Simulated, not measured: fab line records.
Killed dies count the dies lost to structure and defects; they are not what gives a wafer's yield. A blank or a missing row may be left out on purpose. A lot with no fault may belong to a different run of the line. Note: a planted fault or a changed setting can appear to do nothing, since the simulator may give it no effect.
Struck lot and sound lot, side by side :: flow sky130 :: 43 steps out of a route of 708
Sound: wafers L183.1, L183.3, L183.4. Struck: wafers L197.1, L197.2, L197.3. The cause is named last.
Order at every step that has rows: each side's tool, ch and its chambers, its first start. Under that, the readings that differ: sound wafers :: struck wafers :: difference of the means :: sigmas: that difference in standard deviations of wafers without a fault.
alike: readings with means less than 2 such deviations apart, plus words and numbers identical on both sides. not compared: withheld readings, readings lacking a value on some wafer, bounds such as >300 that could conceal the same value, and numbers that have no deviation in the record and whose values overlap.
Wherever a step has rows on one side only, a row that says differs or no value, or a row with sigmas, the two part there. Numbers that have no deviation but don't overlap get no sigmas and don't part them. Lack of a reading on every wafer of one side parts them only where that side has two or more wafers.

first, 5 steps without rows for these wafers: SKY_POLY_GATE_COAT_08 (resist thk 450 nm); SKY_POLY_GATE_SOFTBAKE_09 (time 90 s); SKY_POLY_GATE_EXPOSE_10 (exposes mask P1M, target cd 150 nm); SKY_POLY_GATE_PEB_11; SKY_POLY_GATE_DEVELOP_12 (develop time 60 s).
SKY_POLY_GATE_CD_MEAS_13 targets a cd of 150 nm.
  sound: cd-sem-02 at day 17 23:44; struck: cd-sem-01 at day 22 01:56
  alike: cd-nm
SKY_POLY_GATE_OVL_MEAS_14:
  sound: overlay-01 at day 17 23:51; struck: overlay-02 at day 22 02:03
  alike: POLY_GATE_OVL
SKY_POLY_GATE_ETCH_15: etches BARC in N2/H2, stops on SiO2, time 118.5 s, target depth 110 nm.
  sound on rie-diel-04 ch 0,1,3, day 17 23:53; struck on rie-diel-04 ch 0,1,2, day 22 02:05
  alike: bias-w, drypump-motor-current-A, oes-product-au, throttle-valve-pct
  not compared: rf-hours-counter-h
SKY_POLY_GATE_ETCH_16: etches Si3N4 in CH3F/O2, stops on poly-Si, time 147.5 s, target depth 75 nm.
  sound on rie-diel-04 ch 0,1,3, day 17 23:58; struck on rie-diel-04 ch 0,1,2, day 22 02:10
  alike: bias-w, drypump-motor-current-A, oes-product-au, throttle-valve-pct
  not compared: rf-hours-counter-h
SKY_POLY_GATE_ETCH_17: etches poly-Si in HBr/Cl2, stops on SiO2, target depth 180 nm, time 70.5 s.
  sound on rie-si-02 ch 0,2,3, day 18 00:04; struck on rie-si-02 ch 0,1,3, day 22 02:16
  alike: bias-w, drypump-motor-current-A, oes-product-au, throttle-valve-pct
  not compared: rf-hours-counter-h
then, 2 steps without rows for these wafers: SKY_POLY_GATE_STRIP_18 (strips in O2/N2); SKY_POLY_GATE_CLEAN_19 (cleans in SC1/SC2, time 150 s).
SKY_POLY_GATE_OXIDATION_20: stabilise 600 s, purge 300 s, target thk 4 nm.
  sound on furnace-02 ch 0, day 18 00:16; struck on furnace-01 ch 0, day 22 02:28
  alike: spike-tc-bottom-C
SKY_POLY_GATE_THK_MEAS_21:
  sound: film-metro-03 at day 18 01:31; struck: film-metro-01 at day 22 03:43
  alike: POLY_GATE_OXIDATION_THK
SKY_POLY_GATE_CD_MEAS_22:
  sound: cd-sem-01 at day 18 01:35; struck: cd-sem-01 at day 22 03:47
  alike: cd-nm
then, 7 steps without rows for these wafers: SKY_LDD_N_DEHYDRATE_00 (time 60 s); SKY_LDD_N_HMDS_01 (prime time 60 s); SKY_LDD_N_COAT_02 (resist thk 300 nm); SKY_LDD_N_SOFTBAKE_03 (time 60 s); SKY_LDD_N_EXPOSE_04 (exposes mask NTM, target cd 840 nm); SKY_LDD_N_PEB_05; SKY_LDD_N_DEVELOP_06 (develop time 60 s).
SKY_LDD_N_OVL_MEAS_07:
  sound: overlay-01 at day 19 07:11; struck: overlay-02 at day 23 09:11
  alike: LDD_N_OVL
then, 8 steps without rows for these wafers: SKY_LDD_N_IMPLANT_08; SKY_LDD_N_IMPLANT_09; SKY_LDD_N_IMPLANT_10; SKY_LDD_N_IMPLANT_11; SKY_LDD_N_IMPLANT_12; SKY_LDD_N_IMPLANT_13; SKY_LDD_N_IMPLANT_14; SKY_LDD_N_IMPLANT_15.
SKY_LDD_N_STRIP_16: strips in O2/N2.
  sound on plasma-asher-02 ch 0,1, day 19 08:26; struck on plasma-asher-03 ch 0,1, day 23 10:25
  alike: drypump-motor-current-A, oes-product-au, strip-time-to-endpoint-s
  not compared: rf-hours-counter-h
SKY_LDD_N_TW_MEAS_17:
  sound: film-metro-01 at day 19 08:32; struck: film-metro-03 at day 23 10:31
  alike: LDD_N_TW
then, 3 steps without rows for these wafers: SKY_LDD_P_DEHYDRATE_00 (time 60 s); SKY_LDD_P_HMDS_01 (prime time 60 s); SKY_LDD_P_COAT_02 (resist thk 1140 nm).
SKY_LDD_P_SOFTBAKE_03: time 61.51 s.
  sound on litho-track-01 ch 0, day 19 22:35; struck on litho-track-03 ch 0, day 24 00:21
  alike: plate-sensor-t-centre-C, plate-sensor-t-edge-C
then, 3 steps without rows for these wafers: SKY_LDD_P_EXPOSE_04 (exposes mask PSDM, target cd 380 nm); SKY_LDD_P_PEB_05; SKY_LDD_P_DEVELOP_06 (develop time 60 s).
SKY_LDD_P_CD_MEAS_07 targets a cd of 380 nm.
  sound: cd-sem-01 at day 20 15:11; struck: cd-sem-01 at day 24 16:20
  alike: cd-nm
SKY_LDD_P_OVL_MEAS_08:
  sound: overlay-02 at day 20 15:18; struck: overlay-01 at day 24 16:27
  alike: LDD_P_OVL
-- a jump in the record: the struck wafers' starts before and after are 25 days apart (it breaks off in module LDD_P and resumes in module PAD_OPEN, where the first step shown is number 708 of the route) --
SKY_PAD_OPEN_PROBE_99:
  sound: prober-02 at day 46 20:03; struck: prober-01 at day 49 10:53
reading: killed-at-contacts
sound: 29 27 26
struck: 9 15 19
difference: -13
sigmas: -2

reading: killed-at-front-end
sound: 10 14 16
struck: 310 315 307
difference: +297
sigmas: +61

reading: killed-dies
sound: 78 91 89
struck: 359 362 358
difference: +274
sigmas: +27

reading: killed-on-rim
sound: 16 17 15
struck: 62 72 66
difference: +51
sigmas: +14

reading: killed-open
sound: 44 49 55
struck: 30 28 28
difference: -21
sigmas: -3
  alike: killed_at_M0_to_M3, killed_at_M4_up, killed-at-other, killed-short

## WHERE THEY PART
Only at SKY_PAD_OPEN_PROBE_99, as far as this record shows.

WHY: what had been put in by the simulator
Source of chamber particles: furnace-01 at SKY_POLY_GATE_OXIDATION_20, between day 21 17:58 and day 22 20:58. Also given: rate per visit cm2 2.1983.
